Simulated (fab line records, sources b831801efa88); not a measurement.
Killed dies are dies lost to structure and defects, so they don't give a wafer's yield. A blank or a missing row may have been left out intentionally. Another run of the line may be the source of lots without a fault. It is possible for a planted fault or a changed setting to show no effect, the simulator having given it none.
fab line records	flow sky130
[record] lots = 6	wafers = 18	lastDay = 50
route steps=708 shown METAL1@440 PAD_OPEN@708
lots untouched by any fault: they come from a run of this same line in which no faults occurred
startH: hours from the record's first day to the start of the lot's first wafer shown	waitH: how many hours have passed since the lot's step before this one	" identical to the entry in the row above	L1.1+2: one row covering several wafers at once	- no value, or no start was given	* or withheld: withheld	< > ~ a bound
route shown NAME@n: a module of which the file shows steps, and the number in the route of the first	usual: mean/standard deviation of fault-free wafers	same: alike in all rows	chamber/n: place in a boat	sites: each site's reading	_std_site: their standard deviation	_edge_site: outer sites' mean less inner sites'	radiusMm: for every site, how far away it sits from the centre of the wafer	mask NAME#n: copy n	behind: tool/chamber where the wafer was last shaped	hold: reason for holding the lot/hours on hold/outcome of the hold	device: whichever transistor did not switch (one of n, p or np)	end of line: tests run on the same wafers once the route is complete	where a step has no rows: the recipe by itself	killed: at the first sort, the dies lost to defects and structure; wafer yield is something else	map: shows each die of a wafer: x if killed, . if not, _ if none is there
set.NAME: setting as actually run; set.NAME@STEP: the setting as run at that earlier step	model.NAME: the simulator's own value behind a step, which no gauge read
a table for each step, a row for each wafer; lots at some steps of the route
services: the hour from which a tool's chamber was out of use, counted from the record's first day as startH (under 0 if before that day), plus the number of hours and why
[[steps]]
[step SKY_METAL1_THK_MEAS_06]
[recipe] thkMeasGauge = xrf	reads = AlCu_of_METAL1_SPUTTER_02
[usual] METAL1_ALCU_THK = 247/3.3
lot.wafer	tool	chamber	startH	waitH	METAL1_ALCU_THK[nm]
L506.2	filmMetro-02	-	804.34	0.1	248
L506.3	"	-	"	"	248
L506.5	"	-	"	"	245
L509.2	filmMetro-02	-	840.32	0.1	242
L509.3	"	-	"	"	247
L509.6	"	-	"	"	239
L512.3	filmMetro-02	-	862.37	0.1	249
L512.4	"	-	"	"	249
L512.6	"	-	"	"	247
L513.3	filmMetro-01	-	862.50	0.1	249
L513.4	"	-	"	"	246
L513.6	"	-	"	"	247
L511.2	filmMetro-01	-	863.22	0.1	251
L511.4	"	-	"	"	246
L511.6	"	-	"	"	248
L519.1	filmMetro-01	-	896.32	0.1	249
L519.2	"	-	"	"	251
L519.4	"	-	"	"	248
[step SKY_METAL1_DEHYDRATE_07]
[recipe] tempC = 200	timeS = 60
[step SKY_METAL1_HMDS_08]
[recipe] primeTimeS = 60	primeTempC = 120
[step SKY_METAL1_COAT_09]
[recipe] resist = BARC	tempC = withheld	timeS = withheld	spinRpm = 3000	resistThkNm = 60
[step SKY_METAL1_COAT_10]
[recipe] resist = KrF-thick	spinRpm = 3000	resistThkNm = 450
[step SKY_METAL1_SOFTBAKE_11]
[recipe] tempC = 100	timeS = 90	resist = KrF-thick
[step SKY_METAL1_EXPOSE_12]
[recipe] maskId = MM1	na = 0.8	sourceShape = annular	sigmaInner = 0.55	sigmaOuter = 0.85	targetCdNm = 140	doseMj = 28
[step SKY_METAL1_PEB_13]
[recipe] pebTempC = withheld	pebTimeS = withheld	resist = KrF-thick
[step SKY_METAL1_DEVELOP_14]
[recipe] developTimeS = 60	resist = KrF-thick	devTempC = 21
[step SKY_METAL1_CD_MEAS_15]
[recipe] targetCdNm = 140
[usual] cdNm = 139.6/1.3
lot.wafer	tool	chamber	startH	waitH	cdNm
L506.2	cdSem-02	-	833.81	-	140.2
L506.3	"	-	"	"	141.1
L506.5	"	-	"	"	138.7
L509.2	cdSem-02	-	866.74	-	138.0
L509.3	"	-	"	"	137.8
L509.6	"	-	"	"	140.2
L512.3	cdSem-02	-	887.86	-	139.6
L512.4	"	-	"	"	141.0
L512.6	"	-	"	"	139.0
L513.3	cdSem-01	-	887.87	-	140.2
L513.4	"	-	"	"	141.3
L513.6	"	-	"	"	141.3
L511.2	cdSem-01	-	888.49	-	139.3
L511.4	"	-	"	"	138.9
L511.6	"	-	"	"	139.7
L519.1	cdSem-02	-	921.18	-	140.4
L519.2	"	-	"	"	139.1
L519.4	"	-	"	"	139.1
[step SKY_METAL1_OVL_MEAS_16]
[usual] METAL1_OVL = 0/5.1
lot.wafer	tool	chamber	startH	waitH	METAL1_OVL[nm]
L506.2	overlay-02	-	833.91	0.1	0
L506.3	"	-	"	"	4
L506.5	"	-	"	"	3
L509.2	overlay-01	-	866.85	0.1	-7
L509.3	"	-	"	"	3
L509.6	"	-	"	"	-2
L512.3	overlay-02	-	887.96	0.1	-5
L512.4	"	-	"	"	-7
L512.6	"	-	"	"	-10
L513.3	overlay-01	-	887.96	0.1	-6
L513.4	"	-	"	"	-6
L513.6	"	-	"	"	-5
L511.2	overlay-01	-	888.60	0.1	0
L511.4	"	-	"	"	-3
L511.6	"	-	"	"	2
L519.1	overlay-01	-	921.30	0.1	5
L519.2	"	-	"	"	10
L519.4	"	-	"	"	6
[step SKY_METAL1_DESCUM_17]
[recipe] chemistry = O2	sourcePowerW = 150	biasPowerW = 0	pressureMtorr = 10	tempC = 40	timeS = 8
[usual] drypumpMotorCurrentA = 5.90/0.22	oesProductAu = 0.999/0.013	rfFwdPowerW = 146.7/0.67	tempC = 39.99/0.1
lot.wafer	tool	chamber	startH	waitH	drypumpMotorCurrentA	oesProductAu	rfFwdPowerW	rfHoursCounterH	tempC
L506.2	rieMetal-03	0	833.94	0.0	5.51	1.013	147.2	12	39.89
L506.3	"	0	"	"	5.51	1.014	148.0	-	40.12
L506.5	"	0	"	"	5.51	1.008	147.6	-	39.78
L509.2	rieMetal-02	1	866.88	0.0	6.08	0.980	146.3	10	40.03
L509.3	"	0	"	"	5.88	0.982	146.3	-	40.01
L509.6	"	0	"	"	5.84	0.986	146.0	-	40.00
L512.3	rieMetal-02	0	887.99	0.0	5.85	0.994	147.2	-	39.98
L512.4	"	1	"	"	6.15	0.989	145.7	-	39.98
L512.6	"	1	"	"	6.11	0.977	146.2	-	40.08
L513.3	rieMetal-03	1	888.00	0.0	5.96	1.003	146.2	-	40.10
L513.4	"	0	"	"	5.52	1.017	147.3	-	40.12
L513.6	"	0	"	"	5.51	1.016	146.9	-	40.14
L511.2	rieMetal-02	0	888.63	0.0	5.85	0.997	146.5	6	40.11
L511.4	"	0	"	"	5.86	1.005	146.6	-	40.02
L511.6	"	0	"	"	5.85	0.993	146.8	-	40.03
L519.1	rieMetal-02	1	921.34	0.0	6.08	0.984	146.4	12	40.04
L519.2	"	0	"	"	5.85	0.992	146.6	8	40.06
L519.4	"	1	"	"	6.11	0.974	146.3	-	40.11
[step SKY_METAL1_ETCH_18]
[recipe] chemistry = N2/H2	target = BARC	ionEnergyEv = 200	biasW = 100	pressureMtorr = 30	n2FlowSccm = 100	h2FlowSccm = 200	icpW = 500	stopOn = SiO2	timeS = 45.9	targetDepthA = 600
[usual] biasW = 100.07/0.27	chamberPressureMTorr = 30.000/0.029	drypumpMotorCurrentA = 5.90/0.22	oesProductAu = 0.855/0.0049	rfFwdPowerW = 493.9/1.8	throttleValvePct = 13.225/0.0084
lot.wafer	tool	chamber	startH	waitH	biasW	chamberPressureMTorr	drypumpMotorCurrentA	oesProductAu	rfFwdPowerW	rfHoursCounterH	throttleValvePct	model.KrF-thick_of_METAL1_COAT_10.thkNm
L506.2	rieMetal-03	0	833.98	0.0	99.81	30.017	5.48	0.858	493.4	12	13.225	393.8
L506.3	"	0	"	"	100.20	30.001	5.51	0.857	494.6	-	13.217	392.3
L506.5	"	0	"	"	99.97	30.007	5.48	0.850	493.5	-	13.243	393
L509.2	rieMetal-02	1	866.91	0.0	-	-	-	-	-	-	-	434.9
L509.3	"	0	"	"	-	-	-	-	-	-	-	434.9
L509.6	"	0	"	"	-	-	-	-	-	-	-	433.7
L512.3	rieMetal-02	0	888.03	0.0	-	-	-	-	-	-	-	436.5
L512.4	"	1	"	"	-	-	-	-	-	-	-	437.3
L512.6	"	1	"	"	-	-	-	-	-	-	-	436.2
L513.3	rieMetal-03	1	888.04	0.0	100.10	30.037	5.99	0.860	489.2	-	13.217	390.4
L513.4	"	0	"	"	100.28	30.001	5.52	0.854	495.7	-	13.235	391.5
L513.6	"	0	"	"	99.75	29.980	5.50	0.857	494.8	-	13.233	390.7
L511.2	rieMetal-02	0	888.66	0.0	99.63	29.969	5.86	0.852	493.2	6	13.220	394
L511.4	"	0	"	"	99.93	29.993	5.85	0.864	495.2	-	13.212	392.7
L511.6	"	0	"	"	99.67	30.015	5.88	0.861	491.7	-	13.220	393.1
L519.1	rieMetal-02	1	921.37	0.0	100.45	29.955	6.05	0.853	492.5	12	13.216	393.6
L519.2	"	0	"	"	100.07	29.966	5.86	0.864	494.9	8	13.218	392.4
L519.4	"	1	"	"	100.25	29.970	6.07	0.861	495.4	-	13.223	393.3
[step SKY_METAL1_METAL_ETCH_19]
[recipe] targetDepthA = 3600	stopOn = SiO2	overEtchFrac = 0.3	timeS = 78	chemistry = Cl2/BCl3	resistSidewallDeg = 88	pressureMtorr = 10	icpW = 900	biasW = 48.5	Cl2_flow_sccm = 60	bcl3FlowSccm = 30
[usual] bcl3FlowSccm = 29.99/0.095	biasW = 48.50/0.12	drypumpMotorCurrentA = 5.90/0.22	oesProductAu = 0.857/0.0053	rfFwdPowerW = 892/3.2	throttleValvePct = 22.264/0.0084
lot.wafer	tool	chamber	startH	waitH	bcl3FlowSccm	biasW	drypumpMotorCurrentA	oesProductAu	rfFwdPowerW	rfHoursCounterH	throttleValvePct	model.KrF-thick_of_METAL1_COAT_10.thkNm
L506.2	rieMetal-03	0	834.04	0.0	29.97	48.53	5.52	0.856	895	12	22.252	152.1
L506.3	"	0	"	"	30.06	48.45	5.51	0.859	890	-	22.260	151.7
L506.5	"	0	"	"	30.16	48.33	5.52	0.853	891	-	22.266	151.2
L509.2	rieMetal-02	1	866.97	0.0	30.03	48.61	6.08	0.383	887	10	22.264	205.4
L509.3	"	0	"	"	29.91	48.22	5.89	0.377	892	-	22.272	202.5
L509.6	"	0	"	"	29.80	48.43	5.88	0.373	897	-	22.257	204
L512.3	rieMetal-02	0	888.10	0.1	30.07	48.55	5.88	0.369	894	-	22.269	202
L512.4	"	1	"	"	30.10	48.48	6.09	0.376	892	-	22.275	208.9
L512.6	"	1	"	"	30.19	48.52	6.07	0.380	890	-	22.272	209.2
L513.3	rieMetal-03	1	888.11	0.1	30.04	48.49	5.99	0.855	890	-	22.264	158.8
L513.4	"	0	"	"	29.99	48.26	5.51	0.862	894	-	22.275	155.3
L513.6	"	0	"	"	29.87	48.47	5.49	0.862	890	-	22.268	155.9
L511.2	rieMetal-02	0	888.72	0.0	29.99	48.33	5.87	0.853	891	6	22.266	163.2
L511.4	"	0	"	"	29.88	48.58	5.89	0.856	892	-	22.260	159
L511.6	"	0	"	"	29.92	48.53	5.85	0.849	895	-	22.258	159.9
L519.1	rieMetal-02	1	921.43	0.0	30.04	48.50	6.08	0.850	887	12	22.262	165.5
L519.2	"	0	"	"	29.92	48.50	5.86	0.862	891	8	22.272	159.6
L519.4	"	1	"	"	30.01	48.53	6.12	0.858	891	-	22.264	166.3
[step SKY_METAL1_STRIP_20]
[recipe] chemistry = O2/N2	powerW = 1400	pressureMtorr = 1500	platenTempC = withheld	o2FlowSccm = 3000	n2FlowSccm = 300	overashFraction = 0.5
[usual] drypumpMotorCurrentA = 5.8/0.32	oesProductAu = 0.343/0.0057	stripTimeToEndpointS = 2.70/0.064
lot.wafer	tool	chamber	startH	waitH	drypumpMotorCurrentA	oesProductAu	rfHoursCounterH	stripTimeToEndpointS
L506.2	plasmaAsher-01	1	834.13	0.1	5.7	0.344	40	2.62
L506.3	"	0	"	"	5.8	0.330	-	2.62
L506.5	"	1	"	"	5.7	0.351	-	2.60
L509.2	plasmaAsher-02	0	867.06	0.1	5.3	0.372	105	3.21
L509.3	"	0	"	"	5.3	0.367	-	3.19
L509.6	"	0	"	"	5.3	0.363	-	3.17
L512.3	plasmaAsher-04	1	888.20	0.1	6.0	0.362	-	3.16
L512.4	"	0	"	"	5.6	0.367	-	3.24
L512.6	"	0	"	"	5.6	0.365	-	3.24
L513.3	plasmaAsher-01	1	888.21	0.1	5.7	0.340	-	2.72
L513.4	"	0	"	"	5.9	0.341	-	2.67
L513.6	"	1	"	"	5.7	0.344	-	2.67
L511.2	plasmaAsher-02	0	888.81	0.1	5.3	0.354	107	2.74
L511.4	"	1	"	"	6.2	0.342	-	2.70
L511.6	"	0	"	"	5.3	0.350	-	2.71
L519.1	plasmaAsher-02	1	921.52	0.1	6.2	0.344	110	2.76
L519.2	"	0	"	"	5.3	0.347	110	2.71
L519.4	"	0	"	"	5.3	0.346	-	2.80
[step SKY_METAL1_STRIP_21]
[recipe] chemistry = postEtchResidueRemover	timeS = 1200	tempC = 72.5
[step SKY_PAD_OPEN_PROBE_99]
[usual] defectLimitedYield = 83.0/1.8	killed_at_M0_to_M3 = 42/6.6	killed_at_M4_up = 3.0/1.7	killedAtContacts = 24/5.3	killedAtFrontEnd = 15/4.5	killedAtOther = 0.2/0.49	killedDies = 83/9	killedOnRim = 16/4	killedOpen = 45/6.9	killedShort = 38/5.8	sort_bin_3_pad_short = 0.8/0.4	sort_bin_5_function = 10.0/1.5	sort_bin_6_memory = 6.1/1.1	sortNPass = 409/9	sortYieldPct = 83.0/1.8
[same] grossDies = 492	killedAtBackSide = 0	sort_bin_4_leakage[%] = 0	sort_bin_8_speed[%] = 0
lot.wafer	tool	chamber	startH	waitH	defectLimitedYield[%]	killed_at_M0_to_M3	killed_at_M4_up	killedAtContacts	killedAtFrontEnd	killedAtOther	killedDies	killedOnRim	killedOpen	killedShort	sort_bin_3_pad_short[%]	sort_bin_5_function[%]	sort_bin_6_memory[%]	sortNPass	sortYieldPct[%]
L506.2	prober-02	-	1130.27	0.1	83.5	48	3	24	6	0	81	14	43	38	0.2	9.3	6.9	411	83.5
L506.3	prober-02	-	1130.32	0.2	82.9	45	4	25	10	0	84	16	48	36	0.2	9.8	7.1	408	82.9
L506.5	prober-02	-	1130.42	0.2	85.0	41	2	23	8	0	74	17	42	32	0.8	9.8	4.5	418	85.0
L509.2	prober-01	-	1156.93	0.1	0	436	3	37	16	0	492	96	45	42	0.6	92.3	7.1	0	0
L509.3	prober-01	-	1156.98	0.2	0	446	3	19	23	1	492	96	44	40	0.8	92.3	6.9	0	0
L509.6	prober-01	-	1157.13	0.2	0	461	4	24	3	0	492	96	45	27	0.4	94.7	4.9	0	0
L512.3	prober-02	-	1168.19	0.2	0	449	3	18	21	1	492	96	51	41	1.0	91.9	7.1	0	0
L512.4	prober-02	-	1168.24	0.2	0	452	3	23	14	0	492	96	39	47	1.6	94.3	4.1	0	0
L512.6	prober-02	-	1168.34	0.2	0	442	5	21	24	0	492	96	61	43	0.6	92.1	7.3	0	0
L513.3	prober-01	-	1168.54	0.2	77.0	54	3	34	22	0	113	24	65	48	0.4	13.6	8.9	379	77.0
L513.4	prober-01	-	1168.59	0.2	79.1	50	2	29	21	1	103	18	63	40	1.2	12.0	7.7	389	79.1
L513.6	prober-01	-	1168.69	0.2	82.7	42	2	27	13	1	85	17	45	39	0.6	9.1	7.5	407	82.7
L511.2	prober-02	-	1171.13	0.1	81.3	39	6	27	20	0	92	16	42	50	0.4	12.2	6.1	400	81.3
L511.4	prober-02	-	1171.23	0.2	82.5	36	2	29	19	0	86	25	42	44	1.0	10.8	5.7	406	82.5
L511.6	prober-02	-	1171.33	0.2	82.9	35	3	23	23	0	84	25	46	38	0.8	9.8	6.5	408	82.9
// killed by level:class
L506.2 CONTACT:geometricParticle:open=11 VIA1:geometricParticle:open=10 VIA1:geometricParticle:short=7 VIA3:geometricParticle:open=7 METAL3:geometricParticle:short=6 METAL2:geometricParticle:short=6 LI_CONTACT:geometricParticle:open=5 METAL1:geometricParticle:short=5
L506.3 VIA1:geometricParticle:open=11 CONTACT:geometricParticle:open=10 LI_CONTACT:geometricParticle:open=7 VIA1:geometricParticle:short=7 VIA2:geometricParticle:open=6 METAL2:geometricParticle:short=5 METAL3:geometricParticle:short=4 METAL4:geometricParticle:short=4
L506.5 VIA1:geometricParticle:open=11 CONTACT:geometricParticle:open=9 LI_CONTACT:geometricParticle:open=6 VIA3:geometricParticle:open=6 METAL1:geometricParticle:short=5 VIA2:geometricParticle:short=4 VIA1:geometricParticle:short=4 METAL2:geometricParticle:short=4
L509.2 METAL1:areaEtch=404 LI_CONTACT:geometricParticle:open=10 CONTACT:geometricParticle:open=9 CONTACT:geometricParticle:short=7 VIA2:geometricParticle:open=7 POLY_GATE:geometricParticle:short=6 LOCAL_INTERCONNECT:geometricParticle:short=6 METAL2:geometricParticle:short=6
L509.3 METAL1:areaEtch=407 VIA1:geometricParticle:open=8 LI_CONTACT:geometricParticle:open=7 CONTACT:geometricParticle:open=7 VIA2:geometricParticle:open=6 METAL3:geometricParticle:short=6 POLY_GATE:geometricParticle:short=5 POLY_GATE:geometricParticle:open=5
L509.6 METAL1:areaEtch=420 CONTACT:geometricParticle:open=14 VIA1:geometricParticle:open=11 VIA2:geometricParticle:open=7 METAL1:geometricParticle:short=6 VIA1:geometricParticle:short=5 CONTACT:geometricParticle:short=4 LI_CONTACT:geometricParticle:open=3
L512.3 METAL1:areaEtch=399 VIA1:geometricParticle:open=15 FIELD_ISO:geometricParticle:short=9 CONTACT:geometricParticle:open=7 METAL2:geometricParticle:short=7 FIELD_ISO:geometricParticle:open=5 LI_CONTACT:geometricParticle:open=4 LOCAL_INTERCONNECT:geometricParticle:short=4
L512.4 METAL1:areaEtch=405 CONTACT:geometricParticle:open=9 VIA3:geometricParticle:open=9 METAL2:geometricParticle:short=9 CONTACT:geometricParticle:short=8 METAL1:geometricParticle:short=7 VIA1:geometricParticle:open=5 FIELD_ISO:geometricParticle:short=4
L512.6 METAL1:areaEtch=385 VIA1:geometricParticle:open=19 CONTACT:geometricParticle:open=11 FIELD_ISO:geometricParticle:short=9 VIA2:geometricParticle:open=8 VIA1:geometricParticle:short=8 POLY_GATE:geometricParticle:open=6 METAL2:geometricParticle:short=6
L513.3 LI_CONTACT:geometricParticle:open=16 VIA1:geometricParticle:open=11 VIA2:geometricParticle:open=10 METAL2:geometricParticle:short=10 POLY_GATE:geometricParticle:open=7 CONTACT:geometricParticle:open=7 METAL1:geometricParticle:short=7 POLY_GATE:geometricParticle:short=6
L513.4 CONTACT:geometricParticle:open=18 VIA1:geometricParticle:open=14 METAL2:geometricParticle:short=8 METAL1:geometricParticle:short=7 VIA3:geometricParticle:open=7 FIELD_ISO:geometricParticle:open=5 POLY_GATE:geometricParticle:open=5 POLY_GATE:geometricParticle:short=4
L513.6 LI_CONTACT:geometricParticle:open=9 CONTACT:geometricParticle:open=9 METAL1:geometricParticle:short=8 VIA2:geometricParticle:open=8 VIA1:geometricParticle:open=7 CONTACT:geometricParticle:short=6 VIA1:geometricParticle:short=5 METAL3:geometricParticle:short=5
L511.2 VIA2:geometricParticle:open=10 CONTACT:geometricParticle:open=8 CONTACT:geometricParticle:short=8 METAL1:geometricParticle:short=8 POLY_GATE:geometricParticle:short=6 LI_CONTACT:geometricParticle:open=6 VIA1:geometricParticle:open=6 LOCAL_INTERCONNECT:geometricParticle:short=5
L511.4 CONTACT:geometricParticle:open=10 VIA1:geometricParticle:open=9 LOCAL_INTERCONNECT:geometricParticle:short=7 FIELD_ISO:geometricParticle:short=6 LI_CONTACT:geometricParticle:open=5 METAL2:geometricParticle:short=5 CONTACT:geometricParticle:short=4 METAL1:geometricParticle:short=4
L511.6 VIA2:geometricParticle:open=10 FIELD_ISO:geometricParticle:short=7 LI_CONTACT:geometricParticle:open=7 VIA1:geometricParticle:open=7 CONTACT:geometricParticle:short=5 POLY_GATE:geometricParticle:short=4 SPACER:geometricParticle:short=4 LOCAL_INTERCONNECT:geometricParticle:short=4
// map L509.2 (x killed, . not)
__________xxxxxxxxxx_________
________xxxxxxxxxxxxxx_______
______xxxxxxxxxxxxxxxxxx_____
_____xxxxxxxxxxxxxxxxxxxx____
____xxxxxxxxxxxxxxxxxxxxxx___
___xxxxxxxxxxxxxxxxxxxxxxxx__
__xxxxxxxxxxxxxxxxxxxxxxxxxx_
_xxxxxxxxxxxxxxxxxxxxxxxxxxxx
_xxxxxxxxxxxxxxxxxxxxxxxxxxxx
_xxxxxxxxxxxxxxxxxxxxxxxxxxxx
_xxxxxxxxxxxxxxxxxxxxxxxxxxxx
_xxxxxxxxxxxxxxxxxxxxxxxxxxxx
_xxxxxxxxxxxxxxxxxxxxxxxxxxxx
_xxxxxxxxxxxxxxxxxxxxxxxxxxxx
_xxxxxxxxxxxxxxxxxxxxxxxxxxxx
__xxxxxxxxxxxxxxxxxxxxxxxxxx_
___xxxxxxxxxxxxxxxxxxxxxxxx__
____xxxxxxxxxxxxxxxxxxxxxx___
_____xxxxxxxxxxxxxxxxxxxx____
______xxxxxxxxxxxxxxxxxx_____
________xxxxxxxxxxxxxx_______
__________xxxxxxxxxx_________
// map L512.3 (x killed, . not)
__________xxxxxxxxxx_________
________xxxxxxxxxxxxxx_______
______xxxxxxxxxxxxxxxxxx_____
_____xxxxxxxxxxxxxxxxxxxx____
____xxxxxxxxxxxxxxxxxxxxxx___
___xxxxxxxxxxxxxxxxxxxxxxxx__
__xxxxxxxxxxxxxxxxxxxxxxxxxx_
_xxxxxxxxxxxxxxxxxxxxxxxxxxxx
_xxxxxxxxxxxxxxxxxxxxxxxxxxxx
_xxxxxxxxxxxxxxxxxxxxxxxxxxxx
_xxxxxxxxxxxxxxxxxxxxxxxxxxxx
_xxxxxxxxxxxxxxxxxxxxxxxxxxxx
_xxxxxxxxxxxxxxxxxxxxxxxxxxxx
_xxxxxxxxxxxxxxxxxxxxxxxxxxxx
_xxxxxxxxxxxxxxxxxxxxxxxxxxxx
__xxxxxxxxxxxxxxxxxxxxxxxxxx_
___xxxxxxxxxxxxxxxxxxxxxxxx__
____xxxxxxxxxxxxxxxxxxxxxx___
_____xxxxxxxxxxxxxxxxxxxx____
______xxxxxxxxxxxxxxxxxx_____
________xxxxxxxxxxxxxx_______
__________xxxxxxxxxx_________
[[services]]
tool	chamber	startH	hours	kind
plasmaAsher-02	-	838.66	14.6	pm
plasmaAsher-04	-	849.67	3.8	repair
rieMetal-02	-	856.19	4.3	pm
plasmaAsher-01	-	875.50	1.4	repair
plasmaAsher-04	-	899.54	2.0	repair
plasmaAsher-02	-	913.32	2.1	repair
[[key]]
[firstSign] step = SKY_METAL1_ETCH_18	reading = toolRecord	direction = missing
[effect] step = SKY_METAL1_METAL_ETCH_19	reading = oesProductAu	direction = down	sigmas = 91	usual = 0.857	struck = 0.376
[effect] step = SKY_METAL1_STRIP_20	reading = stripTimeToEndpointS	direction = up	sigmas = 7.8	usual = *	struck = *
[effect] step = SKY_PAD_OPEN_PROBE_99	reading = killed_at_M0_to_M3	direction = up	sigmas = 62	usual = 42	struck = 448
[modelEffect] step = SKY_METAL1_ETCH_18	value = KrF-thick_of_METAL1_COAT_10.thkNm	without = 393.1	struck = 435.6
[modelEffect] step = SKY_METAL1_METAL_ETCH_19	value = KrF-thick_of_METAL1_COAT_10.thkNm	without = 162.8	struck = 205.3
[moreKillsBornAt] SKY_METAL1_ETCH_18@rieMetal-02 = 2420
metAt SKY_METAL1_ETCH_18
struckWafers L509.2,L509.3,L509.6,L512.3,L512.4,L512.6
laterRowsLeftOut L509.2,L509.3,L509.6,L512.3,L512.4,L512.6
[fault] kind = skippedStepWhole	tool = rieMetal-02	chamber = -	onsetH = 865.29	steps = SKY_METAL1_ETCH_18	scope = struckLotsOnly
// laterRowsLeftOut: the simulator's readings of these wafers behind a module that went badly wrong aren't trusted and aren't shown, but for the sort
